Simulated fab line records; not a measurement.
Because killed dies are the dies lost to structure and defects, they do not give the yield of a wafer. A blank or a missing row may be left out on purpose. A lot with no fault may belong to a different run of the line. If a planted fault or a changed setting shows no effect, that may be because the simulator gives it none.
Which tool is to blame? || flow gf180mcu || 21 wafers sampled from 7 lots at 1 step of a route of 602

## WHAT EACH GAUGE READ, for each wafer
GF_M4_OVL_MEAS_15.
{"lot": "L897", "measured": "day 24 06:38", "on": "overlay-01", "M4_OVL (nm)": "3 -5 -1"}
{"lot": "L899", "measured": "day 24 21:53", "on": "overlay-01", "M4_OVL (nm)": "-4 -5 -3"}
{"lot": "L901", "measured": "day 25 20:39", "on": "overlay-01", "M4_OVL (nm)": "3 -1 3"}
{"lot": "L904", "measured": "day 26 16:35", "on": "overlay-01", "M4_OVL (nm)": "-7 2 0"}
{"lot": "L906", "measured": "day 27 03:26", "on": "overlay-01", "M4_OVL (nm)": "3 0 5"}
{"lot": "L908", "measured": "day 27 22:32", "on": "overlay-01", "M4_OVL (nm)": "5 2 -2"}
{"lot": "L918", "measured": "day 30 20:17", "on": "overlay-02", "M4_OVL (nm)": "0 -2 4"}

## TOOL THAT RAN EACH LOT (tool first, then ch and the chambers of the sampled wafers, then the start)
The record shows no process step preceding these readings.

## THE ANSWER, worked out from the rows above alone
Rule: usual is defined by the lots themselves. Put in order of their means at a reading, lots are off if they are a third of the lots or fewer, leave a main group of 4 or more, and stand apart from it by a gap of 3 or more times the standard deviation of the main group's means; of several such gaps the widest counts. Not used: any main group whose means are identical at the precision the tables above print for the reading. Also off: a lot with no number at a reading for which 4 or more lots have one. The other lots that the step has rows for count as sound.
Nothing can be told from this: no lot is off at any reading shown.

## WHAT THE SIMULATOR HAD PUT IN
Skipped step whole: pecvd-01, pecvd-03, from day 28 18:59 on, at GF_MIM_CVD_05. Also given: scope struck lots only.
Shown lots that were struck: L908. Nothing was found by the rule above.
